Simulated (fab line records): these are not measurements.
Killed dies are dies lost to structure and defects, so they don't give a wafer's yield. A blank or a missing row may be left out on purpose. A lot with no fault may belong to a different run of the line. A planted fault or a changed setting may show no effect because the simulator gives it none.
fab line records | flow sfqLine
[record] lots = 14 | wafers = 42 | lastDay = 86
route steps=325 shown M0@38 I2@104 M3@128 I5@235
lots that met no fault: taken from a fault-free run of the same line
startH: the number of hours between the record's first day and the start of the first shown wafer of the lot | waitH: hours since the lot's step before | " identical to the entry in the row above | L1.1+2: one row covering several wafers at once | - value missing, or start not given | * or withheld: withheld | < > ~ a bound
route shown NAME@n: NAME is a module with steps in the file, n the number in the route of the first one | usual: mean/standard deviation of fault-free wafers | same: alike in all rows | chamber/n: place in a boat | sites: the reading at each site | _std_site: the values' standard deviation | _edge_site: the outer-site mean with the inner-site mean subtracted | radiusMm: how far each site lies from the wafer's centre | mask NAME#n: copy n | behind: tool/chamber where the wafer was last shaped | hold: why the lot was held/for how many hours/how that ended | device: the transistor (n, p or np) that didn't switch | end of line: tests run on the same wafers once the route is complete | a step given without rows: its recipe and nothing more | killed: dies that structure and defects cost at the first sort, which is not the same as the wafer's yield | map: dies across one wafer; x = killed, . = not, _ = none there
set.NAME: the setting the step ran with; set.NAME@STEP: the setting that earlier step ran with | model.NAME: the simulator's own value behind a step, which no gauge read
one table for each step of the route and one row for each wafer, over a sample of lots
services: when a tool's chamber went out of use (startH, in hours from the record's first day, below 0 if earlier), for how many hours, and the reason
[[steps]]
[step SFQ_M0_OVL_MEAS_906]
[usual] M0_OVL = 1/4.9
lot.wafer | tool       | chamber | startH | waitH | M0_OVL[nm]
L656.1    | overlay-01 | -       | 269.39 | 0.1   | -4
L656.2    | "          | -       | "      | "     | -5
L656.3    | "          | -       | "      | "     | -1
L657.1    | overlay-02 | -       | 284.99 | 0.1   | -1
L657.2    | "          | -       | "      | "     | 5
L657.6    | "          | -       | "      | "     | 8
L658.1    | overlay-02 | -       | 292.19 | 0.1   | 5
L658.2    | "          | -       | "      | "     | 7
L658.4    | "          | -       | "      | "     | 8
L659.3    | overlay-01 | -       | 297.00 | 0.1   | -1
L659.4    | "          | -       | "      | "     | 4
L659.5    | "          | -       | "      | "     | -1
L660.3    | overlay-02 | -       | 301.80 | 0.1   | 16
L660.4    | "          | -       | "      | "     | 12
L660.5    | "          | -       | "      | "     | 10
L661.1    | overlay-01 | -       | 318.72 | 0.1   | 4
L661.4    | "          | -       | "      | "     | -1
L661.6    | "          | -       | "      | "     | -3
L668.1    | overlay-02 | -       | 374.91 | 0.1   | -1
L668.5    | "          | -       | "      | "     | -2
L668.6    | "          | -       | "      | "     | 0
L670.1    | overlay-02 | -       | 398.91 | 0.1   | 0
L670.2    | "          | -       | "      | "     | 1
L670.3    | "          | -       | "      | "     | 1
L671.2    | overlay-02 | -       | 409.45 | 0.1   | -3
L671.3    | "          | -       | "      | "     | -3
L671.6    | "          | -       | "      | "     | -11
L672.1    | overlay-01 | -       | 416.64 | 0.1   | 3
L672.3    | "          | -       | "      | "     | 4
L672.6    | "          | -       | "      | "     | 3
L673.1    | overlay-02 | -       | 423.55 | 0.1   | -1
L673.4    | "          | -       | "      | "     | 0
L673.5    | "          | -       | "      | "     | 0
L674.3    | overlay-01 | -       | 429.56 | 0.1   | 0
L674.4    | "          | -       | "      | "     | 3
L674.6    | "          | -       | "      | "     | -3
L675.1    | overlay-01 | -       | 441.55 | 0.1   | 3
L675.4    | "          | -       | "      | "     | 0
L675.5    | "          | -       | "      | "     | -2
L677.2    | overlay-01 | -       | 463.15 | 0.1   | -11
L677.4    | "          | -       | "      | "     | -7
L677.6    | "          | -       | "      | "     | -6
[step SFQ_TRILAYER_I2_CMP_CMP_064]
[recipe] material = SiO2 | downForcePsi = 3 | platenRpm = 60 | padVelocityMS = 0.94248
[usual] motorCurrentA = 10.1/1 | timeToEndpointS = 216/6.8
lot.wafer | tool   | chamber | startH | waitH | motorCurrentA | timeToEndpointS
L656.2    | cmp-02 | 2       | 576.10 | 2.9   | 11.5          | 196
L656.3    | "      | 3       | "      | "     | 10.4          | 212
L656.1    | "      | 1       | 577.60 | 4.4   | 10.5          | 210
L657.2    | cmp-01 | 3       | 634.08 | 0.5   | 10.2          | 218
L657.1    | "      | 0       | "      | "     | 9.5           | 214
L657.6    | "      | 3       | 636.08 | 2.5   | 10.4          | 224
L659.3    | cmp-02 | 3       | 636.78 | 0.8   | 10.4          | 215
L659.4    | "      | 1       | 637.78 | 1.8   | 10.7          | 213
L659.5    | "      | 3       | 638.78 | 2.8   | 10.6          | 215
L658.4    | cmp-01 | 0       | 637.08 | 2.3   | 9.9           | 206
L658.1    | "      | 1       | "      | "     | 8.6           | 215
L658.2    | "      | 2       | "      | "     | 9.5           | 209
L660.3    | cmp-01 | 0       | 640.08 | 2.9   | 9.7           | 217
L660.4    | "      | 1       | "      | "     | 8.4           | 235
L660.5    | "      | 0       | 642.08 | 4.9   | 9.6           | 232
L661.4    | cmp-02 | 2       | 774.51 | 0.0   | 11.1          | 207
L661.1    | "      | 0       | 775.51 | 1.0   | 9.2           | 213
L661.6    | "      | 3       | 777.01 | 2.5   | 10.7          | 215
L668.1    | cmp-02 | 1       | 843.24 | 3.2   | 11.2          | 217
L668.6    | "      | 0       | 844.74 | 4.7   | 9.0           | 221
L668.5    | "      | 1       | "      | "     | 10.4          | 218
L670.1    | cmp-01 | 3       | 852.21 | 2.6   | 10.0          | 206
L670.2    | "      | 0       | "      | "     | 9.2           | 205
L670.3    | "      | 1       | "      | "     | 8.7           | 206
L671.3    | cmp-02 | 0       | 867.18 | 1.8   | 9.0           | 219
L671.2    | "      | 1       | "      | "     | 10.8          | 210
L671.6    | "      | 0       | 869.18 | 3.8   | 8.3           | 213
L672.3    | cmp-02 | 1       | 875.51 | 0.0   | 10.8          | 211
L672.1    | "      | 0       | 877.01 | 1.5   | 8.6           | 211
L672.6    | "      | 1       | "      | "     | 10.1          | 222
L673.1    | cmp-01 | 3       | 882.71 | 0.0   | 9.5           | 211
L673.4    | "      | 2       | 884.21 | 1.5   | 8.8           | 212
L673.5    | "      | 3       | "      | "     | 9.8           | 209
L674.4    | cmp-02 | 3       | 889.80 | 0.5   | 11.1          | 221
L674.3    | "      | 1       | 890.80 | 1.5   | 11.0          | 213
L674.6    | "      | 3       | 891.80 | 2.5   | 11.2          | 216
L675.4    | cmp-02 | 1       | 897.74 | 0.0   | 10.2          | 228
L675.1    | "      | 2       | "      | "     | 11.5          | 219
L675.5    | "      | 2       | 900.24 | 2.5   | 11.3          | 221
L677.4    | cmp-02 | 2       | 923.06 | 0.0   | 11.6          | 207
L677.2    | "      | 1       | 924.56 | 1.5   | 10.4          | 214
L677.6    | "      | 3       | 925.56 | 2.5   | 11.2          | 213
[step SFQ_TRILAYER_I2_METRO_MEASURE_065]
[usual] thkNm = 199.7/1
lot.wafer | tool         | chamber | startH | waitH | thkNm
L656.1    | filmMetro-02 | -       | 579.22 | 0.1   | 200.1
L656.2    | "            | -       | "      | "     | 199.3
L656.3    | "            | -       | "      | "     | 200.2
L657.1    | filmMetro-04 | -       | 636.70 | 0.1   | 200.8
L657.2    | "            | -       | "      | "     | 200.5
L657.6    | "            | -       | "      | "     | 200.0
L658.1    | filmMetro-03 | -       | 639.70 | 0.1   | 177.8
L658.2    | "            | -       | "      | "     | 199.9
L658.4    | "            | -       | "      | "     | 200.9
L659.3    | filmMetro-04 | -       | 640.30 | 0.5   | 198.8
L659.4    | "            | -       | "      | "     | 201.2
L659.5    | "            | -       | "      | "     | 200.5
L660.3    | filmMetro-04 | -       | 643.10 | 0.5   | 199.8
L660.4    | "            | -       | "      | "     | 178.9
L660.5    | "            | -       | "      | "     | 201.4
L661.1    | filmMetro-03 | -       | 777.63 | 0.1   | 200.0
L661.4    | "            | -       | "      | "     | 198.5
L661.6    | "            | -       | "      | "     | 199.0
L668.1    | filmMetro-03 | -       | 845.86 | 0.1   | 198.7
L668.5    | "            | -       | "      | "     | 199.8
L668.6    | "            | -       | "      | "     | 200.5
L670.1    | filmMetro-02 | -       | 855.33 | 0.1   | 198.2
L670.2    | "            | -       | "      | "     | 199.2
L670.3    | "            | -       | "      | "     | 197.7
L671.2    | filmMetro-04 | -       | 870.50 | 0.3   | 201.9
L671.3    | "            | -       | "      | "     | 201.4
L671.6    | "            | -       | "      | "     | 202.1
L672.1    | filmMetro-04 | -       | 878.63 | 0.1   | 201.0
L672.3    | "            | -       | "      | "     | 199.6
L672.6    | "            | -       | "      | "     | 199.8
L673.1    | filmMetro-04 | -       | 885.83 | 0.1   | 199.5
L673.4    | "            | -       | "      | "     | 199.4
L673.5    | "            | -       | "      | "     | 197.8
L674.3    | filmMetro-04 | -       | 892.82 | 0.5   | 200.3
L674.4    | "            | -       | "      | "     | 199.4
L674.6    | "            | -       | "      | "     | 201.3
L675.1    | filmMetro-04 | -       | 900.86 | 0.1   | 199.0
L675.4    | "            | -       | "      | "     | 200.8
L675.5    | "            | -       | "      | "     | 200.1
L677.2    | filmMetro-04 | -       | 926.38 | 0.3   | 199.5
L677.4    | "            | -       | "      | "     | 198.7
L677.6    | "            | -       | "      | "     | 199.7
[step SFQ_TRILAYER_I2_VIA_ETCH_VIA_ETCH_070]
[recipe] target = SiO2 | stopOn = Nb | maskMaterial = PR | taperDeg = 20 | chemistry = CHF3 | targetDepthNm = 260 | sourceW = 500 | biasW = 80 | pressureMtorr = 30 | timeS = withheld
[usual] drypumpMotorCurrentA = 5.6/0.6 | oesProductAu = 0.853/0.005
lot.wafer | tool       | chamber | startH  | waitH | drypumpMotorCurrentA | oesProductAu
L656.1    | rieDiel-04 | 1       | 713.30  | 0.0   | 4.9                  | 0.852
L656.2    | "          | 2       | "       | "     | 5.2                  | 0.853
L656.3    | "          | 3       | "       | "     | 6.0                  | 0.855
L657.1    | rieDiel-04 | 3       | 778.26  | 0.0   | 6.0                  | 0.854
L657.2    | "          | 1       | "       | "     | 4.9                  | 0.843
L657.6    | "          | 0       | "       | "     | 5.1                  | 0.861
L658.1    | rieDiel-03 | 2       | 781.86  | 0.0   | 6.4                  | 0.810
L658.2    | "          | 0       | "       | "     | 6.1                  | 0.856
L658.4    | "          | 3       | "       | "     | 5.8                  | 0.852
L659.3    | rieDiel-02 | 2       | 783.06  | 0.0   | 6.3                  | 0.850
L659.4    | "          | 0       | "       | "     | 6.0                  | 0.855
L659.5    | "          | 2       | "       | "     | 6.3                  | 0.856
L660.3    | rieDiel-04 | 3       | 787.86  | 0.0   | 6.0                  | 0.858
L660.4    | "          | 0       | "       | "     | 5.1                  | 0.808
L660.5    | "          | 1       | "       | "     | 4.9                  | 0.858
L661.1    | rieDiel-02 | 3       | 916.11  | 0.0   | 5.7                  | 0.849
L661.4    | "          | 0       | "       | "     | 6.0                  | 0.852
L661.6    | "          | 0       | "       | "     | 6.0                  | 0.855
L668.1    | rieDiel-03 | 3       | 986.19  | 0.0   | 5.8                  | 0.851
L668.5    | "          | 3       | "       | "     | 5.8                  | 0.854
L668.6    | "          | 0       | "       | "     | 6.1                  | 0.852
L670.1    | rieDiel-04 | 1       | 998.31  | 0.0   | 4.9                  | 0.850
L670.2    | "          | 2       | "       | "     | 5.1                  | 0.848
L670.3    | "          | 0       | "       | "     | 5.1                  | 0.848
L671.2    | rieDiel-03 | 1       | 1016.34 | 0.0   | 6.8                  | 0.862
L671.3    | "          | 0       | "       | "     | 6.2                  | 0.860
L671.6    | "          | 3       | "       | "     | 5.8                  | 0.859
L672.1    | rieDiel-03 | 3       | 1022.34 | 0.0   | 5.8                  | 0.856
L672.3    | "          | 1       | "       | "     | 6.8                  | 0.848
L672.6    | "          | 3       | "       | "     | 5.8                  | 0.859
L673.1    | rieDiel-02 | 1       | 1030.87 | 0.0   | 4.8                  | 0.852
L673.4    | "          | 3       | "       | "     | 5.6                  | 0.847
L673.5    | "          | 3       | "       | "     | 5.7                  | 0.849
L674.3    | rieDiel-03 | 0       | 1038.07 | 0.0   | 6.2                  | 0.862
L674.4    | "          | 2       | "       | "     | 6.4                  | 0.851
L674.6    | "          | 3       | "       | "     | 5.8                  | 0.858
L675.1    | rieDiel-04 | 2       | 1046.47 | 0.0   | 5.2                  | 0.854
L675.4    | "          | 1       | "       | "     | 4.9                  | 0.844
L675.5    | "          | 1       | "       | "     | 4.9                  | 0.848
L677.2    | rieDiel-04 | 3       | 1068.07 | 0.0   | 6.1                  | 0.845
L677.4    | "          | 1       | "       | "     | 4.9                  | 0.847
L677.6    | "          | 3       | "       | "     | 6.0                  | 0.857
[step SFQ_M3_OVL_MEAS_921]
[usual] M3_OVL = 5/4.5
lot.wafer | tool       | chamber | startH  | waitH | M3_OVL[nm]
L656.1    | overlay-02 | -       | 718.06  | 0.1   | 10
L656.2    | "          | -       | "       | "     | 11
L656.3    | "          | -       | "       | "     | 9
L657.1    | overlay-02 | -       | 917.23  | 0.1   | 5
L657.2    | "          | -       | "       | "     | 4
L657.6    | "          | -       | "       | "     | 10
L658.1    | overlay-01 | -       | 922.16  | 0.1   | 3
L658.2    | "          | -       | "       | "     | 4
L658.4    | "          | -       | "       | "     | -1
L659.3    | overlay-02 | -       | 923.37  | 0.1   | 2
L659.4    | "          | -       | "       | "     | 3
L659.5    | "          | -       | "       | "     | -2
L660.3    | overlay-02 | -       | 928.17  | 0.1   | 6
L660.4    | "          | -       | "       | "     | -3
L660.5    | "          | -       | "       | "     | 8
L661.1    | overlay-01 | -       | 1060.79 | 0.1   | 10
L661.4    | "          | -       | "       | "     | 5
L661.6    | "          | -       | "       | "     | 4
L668.1    | overlay-01 | -       | 1138.88 | 0.1   | 5
L668.5    | "          | -       | "       | "     | 3
L668.6    | "          | -       | "       | "     | 9
L670.1    | overlay-01 | -       | 1149.68 | 0.1   | 1
L670.2    | "          | -       | "       | "     | 4
L670.3    | "          | -       | "       | "     | 3
L671.2    | overlay-02 | -       | 1165.87 | 0.1   | 11
L671.3    | "          | -       | "       | "     | 10
L671.6    | "          | -       | "       | "     | 13
L672.1    | overlay-02 | -       | 1171.86 | 0.1   | 7
L672.3    | "          | -       | "       | "     | 11
L672.6    | "          | -       | "       | "     | 6
L673.1    | overlay-02 | -       | 1181.59 | 0.1   | 0
L673.4    | "          | -       | "       | "     | -1
L673.5    | "          | -       | "       | "     | 3
L674.3    | overlay-02 | -       | 1187.60 | 0.1   | 3
L674.4    | "          | -       | "       | "     | 7
L674.6    | "          | -       | "       | "     | 7
L675.1    | overlay-02 | -       | 1196.70 | 0.1   | 9
L675.4    | "          | -       | "       | "     | 9
L675.5    | "          | -       | "       | "     | 12
L677.2    | overlay-01 | -       | 1211.11 | 0.1   | 3
L677.4    | "          | -       | "       | "     | 2
L677.6    | "          | -       | "       | "     | -3
[step SFQ_I5_OVL_MEAS_936]
[usual] I5_OVL = 1/5.5
lot.wafer | tool       | chamber | startH  | waitH | I5_OVL[nm]
L656.1    | overlay-02 | -       | 1455.98 | 0.1   | 7
L656.2    | "          | -       | "       | "     | 8
L656.3    | "          | -       | "       | "     | 4
L657.1    | overlay-01 | -       | 1529.22 | 0.1   | 6
L657.2    | "          | -       | "       | "     | 4
L657.6    | "          | -       | "       | "     | 4
L658.1    | overlay-01 | -       | 1531.62 | 0.1   | 0
L658.2    | "          | -       | "       | "     | 3
L658.4    | "          | -       | "       | "     | 5
L659.3    | overlay-01 | -       | 1535.23 | 0.1   | 3
L659.4    | "          | -       | "       | "     | -1
L659.5    | "          | -       | "       | "     | 2
L660.3    | overlay-01 | -       | 1538.83 | 0.1   | -9
L660.4    | "          | -       | "       | "     | -2
L660.5    | "          | -       | "       | "     | -10
L661.1    | overlay-02 | -       | 1540.02 | 0.1   | -5
L661.4    | "          | -       | "       | "     | -5
L661.6    | "          | -       | "       | "     | -10
L668.1    | overlay-02 | -       | 1584.55 | 0.1   | 14
L668.5    | "          | -       | "       | "     | 15
L668.6    | "          | -       | "       | "     | 3
L670.1    | overlay-01 | -       | 1595.35 | 0.1   | 3
L670.2    | "          | -       | "       | "     | 0
L670.3    | "          | -       | "       | "     | 0
L671.2    | overlay-01 | -       | 1631.00 | 0.1   | 1
L671.3    | "          | -       | "       | "     | 12
L671.6    | "          | -       | "       | "     | 2
L672.1    | overlay-01 | -       | 1635.79 | 0.1   | -3
L672.3    | "          | -       | "       | "     | -7
L672.6    | "          | -       | "       | "     | -7
L673.1    | overlay-02 | -       | 1640.59 | 0.1   | 2
L673.4    | "          | -       | "       | "     | -2
L673.5    | "          | -       | "       | "     | 4
L674.3    | overlay-02 | -       | 1641.80 | 0.1   | 0
L674.4    | "          | -       | "       | "     | -2
L674.6    | "          | -       | "       | "     | 1
L675.1    | overlay-02 | -       | 1645.39 | 0.1   | -1
L675.4    | "          | -       | "       | "     | -3
L675.5    | "          | -       | "       | "     | 1
L677.2    | overlay-01 | -       | 1655.06 | 0.1   | 11
L677.4    | "          | -       | "       | "     | 8
L677.6    | "          | -       | "       | "     | 10
[[services]]
tool         | chamber | startH  | hours | kind
cmp-02       | -       | 552.68  | 0.4   | repair
rieDiel-04   | 0       | 589.72  | 8.8   | repair
filmMetro-04 | -       | 641.18  | 1.0   | pm
filmMetro-04 | -       | 647.48  | 0.2   | pm
cmp-02       | -       | 672.31  | 1.1   | repair
filmMetro-04 | -       | 673.06  | 8.3   | repair
filmMetro-04 | -       | 681.32  | 0.8   | pm
cmp-02       | -       | 688.41  | 4.9   | pm
rieDiel-04   | 2       | 690.26  | 10.6  | repair
filmMetro-04 | -       | 707.69  | 5.7   | repair
cmp-02       | -       | 723.68  | 1.3   | repair
filmMetro-04 | -       | 732.37  | 2.0   | pm
cmp-02       | -       | 746.91  | 4.0   | pm
filmMetro-04 | -       | 812.51  | 1.3   | pm
cmp-02       | -       | 835.19  | 1.6   | repair
filmMetro-04 | -       | 887.03  | 0.6   | pm
filmMetro-04 | -       | 893.62  | 0.3   | pm
cmp-02       | -       | 903.55  | 1.2   | repair
filmMetro-04 | -       | 923.02  | 0.6   | pm
cmp-02       | -       | 1032.48 | 4.6   | repair
filmMetro-04 | -       | 1037.74 | 0.2   | pm
cmp-02       | -       | 1040.75 | 0.6   | repair
cmp-02       | -       | 1049.54 | 4.0   | repair
cmp-02       | -       | 1056.54 | 5.3   | pm
[[key]]
[firstSign] step = SFQ_TRILAYER_I2_METRO_MEASURE_065 | reading = thkNm | direction = down | sigmas = 21 | usual = 199.7 | struck = 178.4
[effect] step = SFQ_TRILAYER_I2_VIA_ETCH_VIA_ETCH_070 | reading = oesProductAu | direction = down | sigmas = 8.8 | usual = 0.853 | struck = 0.809
metAt SFQ_TRILAYER_I2_CMP_CMP_064
struckLots L658,L660
struckWafers L658.1,L660.4
notActingAt SFQ_M0_OVL_MEAS_906,SFQ_M3_OVL_MEAS_921,SFQ_I5_OVL_MEAS_936
[fault] kind = processParameterDrift | tool = cmp-01 | chamber = 1 | onsetH = 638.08 | steps = SFQ_TRILAYER_I2_CMP_CMP_064 | channel = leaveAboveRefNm | offset = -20 | shape = step | endH = 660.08 | actsIn = theseRecipesOnly | stated = 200
